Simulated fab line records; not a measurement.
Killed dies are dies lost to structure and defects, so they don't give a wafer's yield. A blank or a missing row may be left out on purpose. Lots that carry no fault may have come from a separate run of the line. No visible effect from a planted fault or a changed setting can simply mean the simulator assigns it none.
Problem report in the 8D (eight disciplines) form, filled by code || flow sky130 || the parts of the form that need people (team, actions taken, sign-off) are left out

1. THE PROBLEM
Across 2 wafers from 2 lots, LDD_LDN_TW at SKY_LDD_LDN_TW_MEAS_13 averages 30, while fault-free wafers read 1487 with a standard deviation of 20. Measured from the usual mean, that is -73 standard deviations.
First seen on wafer L781.5, day 28 05:58, on film-metro-02. At this step, 40 wafers from 14 lots have a number in the record. By rule, "out" or "out of limits" means more than 4 standard deviations away from the usual mean. All remaining wafers that have a number are taken as sound.

2. WHAT IT IS, AND WHAT IT ISN'T
{"question": "which readings at this step", "is": "LDD_LDN_TW", "is not": "-"}
{"question": "which lots", "is": "L781, L783", "is not": "L766, L767, L768, L769, L770, L772, L773, L774, L775, L777, L788, L789"}
{"question": "which wafers of those lots", "is": "L781.5, L783.5", "is not": "L781.6, L783.1"}
{"question": "read on which gauges", "is": "film-metro-01, film-metro-02", "is not": "film-metro-04"}
{"question": "when", "is": "from day 28 05:58", "is not": "up to then (31 sound wafers); but 7 sound wafers of L783, L788, L789 came after"}

3. SUSPECTS, AND WHAT RULES EACH OUT
Counting: any tool at a process step up to the reading remains a suspect provided it ran every lot that is out. Sound lots after the first of them don't rule it out here, since some wafers of a struck lot are sound.
- the gauge at SKY_LDD_LDN_TW_MEAS_13 has been ruled out. Those wafers that are out were read across 2 gauges (film-metro-01, film-metro-02).
- rie-diel-02 at SKY_POLY_GATE_ETCH_16 (etches Si3N4 in CH3F/O2, stops on poly-Si, time 147.5 s, target depth 75 nm): kept. Ran every lot that is out, first one L781 (day 21 23:26); last sound lot up to then L777 (day 20 10:10).
- litho-track-04 at SKY_LDD_LDN_DEVELOP_06 (develop time 60 s): kept. Ran every lot that is out, first one L781 (day 28 05:08); last sound lot up to then L777 (day 26 16:37).
After counting, rie-diel-02 at SKY_POLY_GATE_ETCH_16 and litho-track-04 at SKY_LDD_LDN_DEVELOP_06 remain.

4. THE CAUSE (what the simulator had put in)
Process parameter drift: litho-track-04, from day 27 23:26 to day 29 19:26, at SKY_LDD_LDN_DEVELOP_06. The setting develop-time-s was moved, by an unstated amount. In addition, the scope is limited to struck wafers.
Counting left 2 suspects, and this tool is among them.

5. THE CHAIN OF EFFECTS, in route order
One row per reading whose mean, taken over the struck wafers that have a number, lies over 3 standard deviations from the usual. Only readings whose record carries a usual standard deviation are examined. hours: median over the lots of the time between each lot's start at the first step of this table that gives one and its start at this step. sigmas: the change, counted in usual standard deviations.
{"hours": 0, "step": "SKY_LDD_LDN_TW_MEAS_13", "reading": "LDD_LDN_TW", "usual": 1487, "on struck wafers": 30, "change": -1457, "sigmas": -73}
At these later measuring or inspecting steps, every struck wafer for which the step has a row has a number for every such reading, and none has moved that far: SKY_SPACER_THK_MEAS_01, SKY_POLY_CUT_CD_MEAS_08.

6. HOW IT WOULD HAVE BEEN CAUGHT EARLIER
Counted from the fault's start at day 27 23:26, it took 7 hours until the first out-of-limits reading at a measuring or inspecting step in this record, taken at day 28 05:58.
Tool readings at SKY_LDD_LDN_DEVELOP_06 with a usual standard deviation given in the record: none out on any struck wafer, hence no alarm at a limit of 4 standard deviations on them.
Of the lots that are out (2), L783 began SKY_LDD_LDN_DEVELOP_06 on litho-track-04 after day 28 05:58. Putting the tool on hold at that point would have spared it.
